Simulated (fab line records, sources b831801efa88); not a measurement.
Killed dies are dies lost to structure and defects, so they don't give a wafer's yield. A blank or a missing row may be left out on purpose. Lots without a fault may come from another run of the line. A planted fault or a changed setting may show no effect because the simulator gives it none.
Chamber matching | flow sky130 | SKY_LI_CONTACT_CMP_02 on cmp-01: 4 sister chambers
The step polishes PSG. 4 wafers are shown with their chamber, then 6 later ones without.

WAFERS WITH THEIR CHAMBER
wafer  | chamber | motor_current_A (A)
L869.5 | 3       | 12.8
L870.4 | 0       | 12.3
L877.1 | 2       | 15.1
L877.3 | 1       | 11.9

WAFERS WITHOUT THEIR CHAMBER
wafer  | motor_current_A (A)
L884.2 | 11.8
L884.4 | 15.3
L884.6 | 15.1
L885.1 | 11.7
L885.3 | 11.9
L885.4 | 15.5

WHICH CHAMBER EACH WENT THROUGH
wafer  | from the rows above     | in truth
L884.2 | can't be placed: 1 or 0 | 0
L884.4 | 2                       | 2
L884.6 | 2                       | 2
L885.1 | can't be placed: 1 or 0 | 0
L885.3 | can't be placed: 1 or 0 | 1
L885.4 | 2                       | 2
Placed correctly: 3 of 6. Can't be placed from these rows: 3 (the true chamber is among the candidates in 3). Placed wrongly: 0.
How it was worked out, from the rows above alone: a wafer's distance from a chamber is the root of the sum, over the readings, of the square of ((its reading less the chamber's mean) divided by the reading's scatter). The wafer belongs to the nearest chamber; if the next one is less than 2 further off, it can't be placed. A chamber's mean is the mean of its shown wafers. The scatter: with one shown wafer a chamber, the root of the mean of the squares of how far each hidden wafer lies from its nearest shown one.
